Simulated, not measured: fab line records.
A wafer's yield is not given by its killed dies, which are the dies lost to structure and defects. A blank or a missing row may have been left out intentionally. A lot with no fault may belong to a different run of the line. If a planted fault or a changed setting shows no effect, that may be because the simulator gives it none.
fab line records | flow sky130
record: lots: 5 wafers: 15 lastDay: 50
route steps=708 shown LDD_LDN@289 PAD_OPEN@708
lots that met no fault: from a run of the same line without faults
startH: the number of hours between the record's first day and the start of the first shown wafer of the lot | waitH: hours since the lot's step before | " same as the row above | L1.1+2: several wafers, shown together as one row | - no value, or no start given | * or withheld: withheld | < > ~ a bound
route shown NAME@n: names a module that has steps shown in the file, with the first one's number in the route | usual: mean and standard deviation over wafers with no fault | same: alike in all rows | chamber/n: place in a boat | sites: per-site readings | _std_site: their standard deviation | _edge_site: inner sites' mean taken away from outer sites' mean | radiusMm: for every site, how far away it sits from the centre of the wafer | mask NAME#n: copy n | behind: the most recent tool/chamber to have shaped the wafer | hold: cause of the lot's hold/its duration in hours/its outcome | device: which transistor (n, p or np) failed to switch | end of line: at the end of the route, the tests of the same wafers | for a step that has no rows: nothing shown but its recipe | killed: dies that structure and defects cost at the first sort, which is not the same as the wafer's yield | map: the dies of a wafer, with x for killed, . for not killed, _ for no die there
set.NAME: the setting the step ran with; set.NAME@STEP: the setting that earlier step ran with | model.NAME: the simulator's own value behind a step, which no gauge read
certain route steps with their lots: each step a table, each wafer a row
services: a tool's chamber out of use, with start hour (startH, from the record's first day; less than 0 if before it), hours out, and reason
== steps ==
step: SKY_LDD_LDN_DEHYDRATE_00
recipe: tempC: 200 timeS: 60
step: SKY_LDD_LDN_HMDS_01
recipe: primeTimeS: 60 primeTempC: 120
step: SKY_LDD_LDN_COAT_02
recipe: resist: NOVOLAK spinRpm: 3000 resistThkNm: 1140
step: SKY_LDD_LDN_SOFTBAKE_03
recipe: tempC: 90 timeS: 60 resist: NOVOLAK
step: SKY_LDD_LDN_EXPOSE_04
recipe: maskId: LDNTM na: 0.6 sourceShape: conventional sigmaOuter: 0.6 polarization: unpolarized targetCdNm: 700 doseMj: 140
step: SKY_LDD_LDN_PEB_05
recipe: tempC: withheld timeS: * resist: NOVOLAK
step: SKY_LDD_LDN_DEVELOP_06
recipe: resist: NOVOLAK developer: TMAH developTimeS: 60 devTempC: 23
step: SKY_LDD_LDN_OVL_MEAS_07
usual: LDD_LDN_OVL: -0.6/1.2
columns lot.wafer tool chamber startH waitH LDD_LDN_OVL[nm]
L836.4 overlay-02 - 561.43 0.1 0.4
L836.5 " - " " -1.3
L836.6 " - " " -1.7
L842.3 overlay-02 - 582.37 0.1 -1.2
L842.4 " - " " -1.0
L842.5 " - " " -0.7
L851.3 overlay-01 - 658.93 0.1 -1.6
L851.4 " - " " -2.0
L851.6 " - " " -1.9
L855.1 overlay-01 - 704.45 0.1 -1.3
L855.3 " - " " -0.5
L855.6 " - " " 0.1
L857.1 overlay-02 - 705.97 0.1 -1.0
L857.2 " - " " -0.6
L857.4 " - " " -0.7
step: SKY_LDD_LDN_IMPLANT_08
recipe: species: As energyKev: 15 doseCm2: 1.25e+13 tiltDeg: withheld rotationDeg: 23
step: SKY_LDD_LDN_IMPLANT_09
recipe: species: As energyKev: 15 doseCm2: 1.25e+13 tiltDeg: withheld rotationDeg: 113
step: SKY_LDD_LDN_IMPLANT_10
recipe: species: As energyKev: 15 doseCm2: 1.25e+13 tiltDeg: withheld rotationDeg: 203
step: SKY_LDD_LDN_IMPLANT_11
recipe: species: As energyKev: 15 doseCm2: 1.25e+13 tiltDeg: withheld rotationDeg: 293
step: SKY_LDD_LDN_STRIP_12
recipe: chemistry: O2/N2 powerW: 1400 pressureMtorr: 1500 platenTempC: withheld o2FlowSccm: 3000 n2FlowSccm: 300 overashFraction: 0.5
usual: drypumpMotorCurrentA: 5.77/0.26 oesProductAu: 0.717/0.0047 stripTimeToEndpointS: 14.16/0.041
columns lot.wafer tool chamber startH waitH drypumpMotorCurrentA oesProductAu rfHoursCounterH stripTimeToEndpointS model.NOVOLAK_of_LDD_LDN_COAT_02.thkNm
L836.4 plasmaAsher-02 1 562.08 0.1 6.18 0.717 - 14.19 0
L836.5 " 1 " " 6.21 0.726 - 14.30 0
L836.6 " 0 " " 5.33 0.709 - 14.20 0
L842.3 plasmaAsher-01 1 583.03 0.1 5.71 0.931 - - 509.9
L842.4 " 0 " " 5.85 0.936 - - 509.1
L842.5 " 1 " " 5.72 0.930 - - 508.8
L851.3 plasmaAsher-02 0 659.59 0.1 5.32 0.722 - 14.09 0
L851.4 " 1 " " 6.19 0.716 - 14.12 0
L851.6 " 1 " " 6.16 0.713 - 14.09 0
L855.1 plasmaAsher-02 1 705.09 0.1 6.18 0.718 89 14.22 0
L855.3 " 0 " " 5.33 0.711 - 14.20 0
L855.6 " 0 " " 5.32 0.717 - 14.22 0
L857.1 plasmaAsher-01 0 706.61 0.1 5.82 0.732 27 14.16 0
L857.2 " 1 " " 5.67 0.715 27 14.13 0
L857.4 " 1 " " 5.67 0.725 - 14.12 0
step: SKY_LDD_LDN_TW_MEAS_13
usual: LDD_LDN_TW: 1470/11
columns lot.wafer tool chamber startH waitH LDD_LDN_TW
L836.4 filmMetro-03 - 562.18 0.1 1484
L836.5 " - " " 1480
L836.6 " - " " 1486
L842.3 filmMetro-03 - 583.12 0.1 1470
L842.4 " - " " 1475
L842.5 " - " " 1475
L851.3 filmMetro-03 - 659.68 0.1 1485
L851.4 " - " " 1480
L851.6 " - " " 1486
L855.1 filmMetro-03 - 705.19 0.1 1472
L855.3 " - " " 1487
L855.6 " - " " 1487
L857.1 filmMetro-02 - 706.71 0.1 1459
L857.2 " - " " 1466
L857.4 " - " " 1466
step: SKY_PAD_OPEN_PROBE_99
usual: killed_at_M0_to_M3: 42/6.6 killed_at_M4_up: 3.0/1.7 killedAtContacts: 24/5.3 killedAtFrontEnd: 15/4.5 killedAtOther: 0.2/0.49 killedDies: 83/9 killedOnRim: 16/4 killedOpen: 45/6.9 killedShort: 38/5.8
same: grossDies: 492 killedAtBackSide: 0
columns lot.wafer tool chamber startH waitH hold killed_at_M0_to_M3 killed_at_M4_up killedAtContacts killedAtFrontEnd killedAtOther killedDies killedOnRim killedOpen killedShort
L836.4 prober-01 - 1113.41 0.2 - 31 1 24 15 0 71 17 41 30
L836.5 prober-01 - 1113.46 0.2 - 38 1 21 13 1 74 21 28 46
L836.6 prober-01 - 1113.51 0.2 - 35 6 23 8 0 72 13 36 36
L842.3 prober-01 - 1117.86 0.2 awaitDispo/2.6h/scrap 52 4 23 413 0 492 96 49 47
L842.4 prober-01 - 1117.91 0.2 awaitDispo/2.6h/scrap 49 1 23 419 0 492 96 46 35
L842.5 prober-01 - 1117.96 0.2 awaitDispo/2.6h/scrap 39 3 29 420 1 492 96 44 41
L851.3 prober-01 - 1168.54 0.2 - 54 3 34 22 0 113 24 65 48
L851.4 prober-01 - 1168.59 0.2 - 50 2 29 21 1 103 18 63 40
L851.6 prober-01 - 1168.69 0.2 - 42 2 27 13 1 85 17 45 39
L857.1 prober-02 - 1193.10 0.1 - 38 1 31 16 0 86 20 46 40
L857.2 prober-02 - 1193.15 0.1 - 42 1 21 11 0 75 15 34 41
L857.4 prober-02 - 1193.25 0.2 - 45 3 25 12 1 86 14 40 46
L855.1 prober-01 - 1196.87 0.1 - 48 2 26 22 0 98 19 62 36
L855.3 prober-01 - 1196.97 0.2 - 43 3 12 13 0 71 10 41 30
L855.6 prober-01 - 1197.12 0.2 - 39 1 21 12 0 73 16 43 30
killed by level:class
L836.4 VIA1:geometricParticle:open=10 CONTACT:geometricParticle:open=7 FIELD_ISO:geometricParticle:short=6 POLY_GATE:geometricParticle:open=6 LI_CONTACT:geometricParticle:open=6 LOCAL_INTERCONNECT:geometricParticle:short=6 VIA2:geometricParticle:open=6 CONTACT:geometricParticle:short=5
L836.5 METAL1:geometricParticle:short=8 FIELD_ISO:geometricParticle:short=7 LI_CONTACT:geometricParticle:open=6 VIA1:geometricParticle:open=6 METAL2:geometricParticle:short=5 CONTACT:geometricParticle:short=5 CONTACT:geometricParticle:open=5 VIA3:geometricParticle:open=5
L836.6 CONTACT:geometricParticle:open=9 METAL1:geometricParticle:short=7 LI_CONTACT:geometricParticle:open=6 VIA2:geometricParticle:open=6 VIA3:geometricParticle:open=6 METAL4:geometricParticle:short=5 CONTACT:geometricParticle:short=5 VIA1:geometricParticle:open=4
L842.3 SPACER:areaCvd=393 METAL1:geometricParticle:short=9 VIA1:geometricParticle:open=9 CONTACT:geometricParticle:open=7 LI_CONTACT:geometricParticle:open=7 FIELD_ISO:geometricParticle:open=6 VIA1:geometricParticle:short=6 VIA2:geometricParticle:open=6
L842.4 SPACER:areaCvd=411 VIA1:geometricParticle:open=15 VIA2:geometricParticle:open=9 CONTACT:geometricParticle:open=8 CONTACT:geometricParticle:short=6 METAL1:geometricParticle:short=6 POLY_GATE:geometricParticle:short=5 LOCAL_INTERCONNECT:geometricParticle:short=5
L842.5 SPACER:areaCvd=407 LI_CONTACT:geometricParticle:open=10 CONTACT:geometricParticle:open=9 METAL2:geometricParticle:short=9 VIA1:geometricParticle:open=7 VIA2:geometricParticle:open=5 VIA3:geometricParticle:open=5 CONTACT:geometricParticle:short=4
L851.3 LI_CONTACT:geometricParticle:open=16 VIA1:geometricParticle:open=11 VIA2:geometricParticle:open=10 METAL2:geometricParticle:short=10 POLY_GATE:geometricParticle:open=7 CONTACT:geometricParticle:open=7 METAL1:geometricParticle:short=7 POLY_GATE:geometricParticle:short=6
L851.4 CONTACT:geometricParticle:open=18 VIA1:geometricParticle:open=14 METAL2:geometricParticle:short=8 METAL1:geometricParticle:short=7 VIA3:geometricParticle:open=7 FIELD_ISO:geometricParticle:open=5 POLY_GATE:geometricParticle:open=5 POLY_GATE:geometricParticle:short=4
L851.6 LI_CONTACT:geometricParticle:open=9 CONTACT:geometricParticle:open=9 METAL1:geometricParticle:short=8 VIA2:geometricParticle:open=8 VIA1:geometricParticle:open=7 CONTACT:geometricParticle:short=6 VIA1:geometricParticle:short=5 METAL3:geometricParticle:short=5
L857.1 LI_CONTACT:geometricParticle:open=10 CONTACT:geometricParticle:open=8 LI_CONTACT:geometricParticle:short=7 VIA1:geometricParticle:open=7 FIELD_ISO:geometricParticle:short=6 METAL2:geometricParticle:short=6 FIELD_ISO:geometricParticle:open=5 VIA1:geometricParticle:short=5
L857.2 VIA1:geometricParticle:open=9 METAL2:geometricParticle:short=8 LI_CONTACT:geometricParticle:open=7 FIELD_ISO:geometricParticle:short=5 VIA2:geometricParticle:short=5 LOCAL_INTERCONNECT:geometricParticle:short=4 CONTACT:geometricParticle:short=4 CONTACT:geometricParticle:open=4
L857.4 METAL1:geometricParticle:short=9 VIA3:geometricParticle:open=9 LI_CONTACT:geometricParticle:open=7 VIA1:geometricParticle:open=7 CONTACT:geometricParticle:short=6 CONTACT:geometricParticle:open=5 VIA1:geometricParticle:short=5 LOCAL_INTERCONNECT:geometricParticle:short=4
L855.1 VIA1:geometricParticle:open=15 CONTACT:geometricParticle:open=9 VIA2:geometricParticle:open=9 FIELD_ISO:geometricParticle:short=7 POLY_GATE:geometricParticle:open=6 CONTACT:geometricParticle:short=6 LI_CONTACT:geometricParticle:open=6 VIA3:geometricParticle:open=5
L855.3 VIA1:geometricParticle:open=9 VIA3:geometricParticle:open=7 CONTACT:geometricParticle:open=6 VIA2:geometricParticle:open=6 METAL1:geometricParticle:short=5 POLY_GATE:geometricParticle:open=4 FIELD_ISO:geometricParticle:short=3 METAL1:geometricParticle:open=3
L855.6 VIA1:geometricParticle:open=9 CONTACT:geometricParticle:open=8 VIA2:geometricParticle:open=7 VIA1:geometricParticle:short=6 LI_CONTACT:geometricParticle:short=5 FIELD_ISO:geometricParticle:open=4 VIA3:geometricParticle:open=4 VIA2:geometricParticle:short=4
map L842.3 (x killed, . not)
__________xxxxxxxxxx_________
________xxxxxxxxxxxxxx_______
______xxxxxxxxxxxxxxxxxx_____
_____xxxxxxxxxxxxxxxxxxxx____
____xxxxxxxxxxxxxxxxxxxxxx___
___xxxxxxxxxxxxxxxxxxxxxxxx__
__xxxxxxxxxxxxxxxxxxxxxxxxxx_
_xxxxxxxxxxxxxxxxxxxxxxxxxxxx
_xxxxxxxxxxxxxxxxxxxxxxxxxxxx
_xxxxxxxxxxxxxxxxxxxxxxxxxxxx
_xxxxxxxxxxxxxxxxxxxxxxxxxxxx
_xxxxxxxxxxxxxxxxxxxxxxxxxxxx
_xxxxxxxxxxxxxxxxxxxxxxxxxxxx
_xxxxxxxxxxxxxxxxxxxxxxxxxxxx
_xxxxxxxxxxxxxxxxxxxxxxxxxxxx
__xxxxxxxxxxxxxxxxxxxxxxxxxx_
___xxxxxxxxxxxxxxxxxxxxxxxx__
____xxxxxxxxxxxxxxxxxxxxxx___
_____xxxxxxxxxxxxxxxxxxxx____
______xxxxxxxxxxxxxxxxxx_____
________xxxxxxxxxxxxxx_______
__________xxxxxxxxxx_________
map L857.1 (x killed, . not)
__________x.....x..._________
________.......x..xx.._______
______.........xx....xxx_____
_____.....x.....x....xxx.____
____.xx....xx......x.....x___
___.x.....x..........x...x.__
__.....x.....x..x..x...x...x_
_......x.x.....x.x...x...x.x.
_......x....x.....x.....x...x
_..x....x....................
_........x.....xx.x..x...x...
_......................x.....
_............xx......x.......
_....x...x..x..........x.....
_.x...x......x.....x....x.x..
__.xx....x..........x......._
___..x.x.....x.............__
____....x......x.xx.x.....___
_____.....x.......x....x.____
______x...x.x.......x.x._____
________............x._______
__________.........._________
== services ==
columns tool chamber startH hours kind
plasmaAsher-02 - 656.07 0.8 repair
plasmaAsher-01 - 696.02 2.8 pm
== key ==
firstSign: step: SKY_LDD_LDN_STRIP_12 reading: oesProductAu direction: up sigmas: 45 usual: 0.717 struck: 0.933
effect: step: SKY_PAD_OPEN_PROBE_99 reading: killedAtFrontEnd direction: up sigmas: 89 usual: 15 struck: 417
modelEffect: step: SKY_LDD_LDN_STRIP_12 value: NOVOLAK_of_LDD_LDN_COAT_02.thkNm without: 0 struck: 509.3
moreKillsBornAt: SKY_SPACER_CVD_00@lpcvd-02: 1211
metAt SKY_LDD_LDN_STRIP_12
struckWafers L842.3,L842.4,L842.5
laterRowsLeftOut L842.3,L842.4,L842.5
testerLeftOut L842
fault: kind: stripAborted tool: plasmaAsher-01 chamber: - onsetH: 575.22 steps: SKY_LDD_LDN_STRIP_12 offset: 0.70199 endH: 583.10
testerLeftOut: of these lots the tester's yield and bins aren't shown, on N5 and GAA mostly nor the transistor test; their killed dies are dies lost to structure and defects alone, not to doping, threshold or leakage, so they don't give the yield
laterRowsLeftOut: the simulator's readings of these wafers behind a module that went badly wrong aren't trusted and aren't shown, but for the sort
